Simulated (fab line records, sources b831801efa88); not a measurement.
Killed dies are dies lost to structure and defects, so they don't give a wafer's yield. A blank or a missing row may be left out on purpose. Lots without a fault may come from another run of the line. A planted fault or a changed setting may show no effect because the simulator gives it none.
A struck lot beside a sound one | flow sky130 | 23 steps out of a route of 708
Sound: wafers L473.2, L473.3, L473.4. Struck: wafers L484.1, L484.3, L484.5. The cause comes at the end.
At each step with rows: each side's tool, then ch and its chambers, then its first start. Under that, the readings that differ: sound wafers | struck wafers | difference of the means | sigmas: that difference in standard deviations of wafers without a fault.
alike: readings whose means differ by less than 2 such deviations, and words and numbers that are the same on both sides. not compared: withheld readings, readings that some wafer has no value for, bounds like >300 that may hide the same value, and numbers for which the record gives no deviation and whose values overlap.
The two part at a step that has a row with sigmas, a row that says differs or no value, or rows on one side only. Numbers that don't overlap but have no deviation are shown without sigmas and don't part them. A reading that every wafer of one side lacks parts them only if that side has two wafers or more.

first, 1 step without rows for these wafers: SKY_POLY_GATE_OXIDATION_20 (stabilise 600 s, purge 300 s, target thk 4 nm).
SKY_POLY_GATE_THK_MEAS_21:
  sound on film_metro-03, day 16 05:29; struck on film_metro-04, day 20 11:16
  reading                      | sound          | struck         | difference | sigmas
  POLY_GATE_OXIDATION_THK (nm) | 4.00 4.11 3.98 | 3.85 3.77 3.84 | -0.21      | -3
SKY_POLY_GATE_CD_MEAS_22:
  sound on cd_sem-01, day 16 05:34; struck on cd_sem-02, day 20 11:19
  alike: cd_nm
then, 7 steps without rows for these wafers: SKY_LDD_N_DEHYDRATE_00 (time 60 s); SKY_LDD_N_HMDS_01 (prime time 60 s); SKY_LDD_N_COAT_02 (resist thk 300 nm); SKY_LDD_N_SOFTBAKE_03 (time 60 s); SKY_LDD_N_EXPOSE_04 (exposes mask NTM, target cd 840 nm); SKY_LDD_N_PEB_05; SKY_LDD_N_DEVELOP_06 (develop time 60 s).
SKY_LDD_N_OVL_MEAS_07:
  sound on overlay-02, day 17 10:18; struck on overlay-01, day 21 18:51
  reading        | sound       | struck         | difference | sigmas
  LDD_N_OVL (nm) | 3.9 2.4 5.0 | -1.5 -3.2 -1.0 | -5.7       | -4
then, 1 step without rows for these wafers: SKY_LDD_N_IMPLANT_08.
SKY_LDD_N_IMPLANT_09:
  sound on implanter-02 ch 0, day 17 10:31; struck on implanter-02 ch 0, day 21 19:02
  reading                   | sound             | struck            | difference | sigmas
  implant_ion_amu           | 75 75 75          | 49 49 49          | -26        |
  model.implant.drp_nm (nm) | 7.212 7.212 7.212 | 9.752 9.752 9.752 | +2.540     |
  model.implant.rp_nm (nm)  | 16.22 16.22 16.22 | 17.02 17.02 17.02 | +0.80      |
  alike: faraday_current_uA, rotation_deg
then, 6 steps without rows for these wafers: SKY_LDD_N_IMPLANT_10; SKY_LDD_N_IMPLANT_11; SKY_LDD_N_IMPLANT_12; SKY_LDD_N_IMPLANT_13; SKY_LDD_N_IMPLANT_14; SKY_LDD_N_IMPLANT_15.
SKY_LDD_N_STRIP_16: strips in O2/N2.
  sound on plasma_asher-01 ch 0,1, day 17 11:32; struck on plasma_asher-03 ch 0,1, day 21 20:05
  reading                      | sound             | struck            | difference | sigmas
  strip_time_to_endpoint_s (s) | 4.312 4.310 4.300 | 4.277 4.256 4.277 | -0.037     | -2
  alike: drypump_motor_current_A, oes_product_au
  not compared: rf_hours_counter_h
SKY_LDD_N_TW_MEAS_17:
  sound on film_metro-01, day 17 11:38; struck on film_metro-03, day 21 20:11
  reading  | sound          | struck         | difference | sigmas
  LDD_N_TW | 2545 2556 2566 | 2504 2500 2491 | -57        | -2
then, 1 step without rows for these wafers: SKY_LDD_P_DEHYDRATE_00 (time 60 s).
-- the record jumps here: 27 days lie between the struck wafers' starts before and after (it left off in module LDD_P and takes up again in module PAD_OPEN, whose first step shown is number 708 of the route) --
SKY_PAD_OPEN_PROBE_99:
  sound on prober-02, day 45 12:40; struck on prober-02, day 48 10:37
  no value came back on the struck wafers for any of 8 readings (model.etest.nfet_01v8.r_on_ohm_um, model.etest.nfet_01v8_swapped.drive_ua_um and others); on the sound wafers model.etest.nfet_01v8.r_on_ohm_um reads 838.2 859.8 822.6
  alike: killed_at_M0_to_M3, killed_at_M4_up, killed_at_contacts, killed_at_front_end, killed_at_other, killed_dies, killed_open, killed_short

WHERE THEY PART
First at SKY_POLY_GATE_THK_MEAS_21; last, within this record, at SKY_PAD_OPEN_PROBE_99.

WHY: what the simulator had put in
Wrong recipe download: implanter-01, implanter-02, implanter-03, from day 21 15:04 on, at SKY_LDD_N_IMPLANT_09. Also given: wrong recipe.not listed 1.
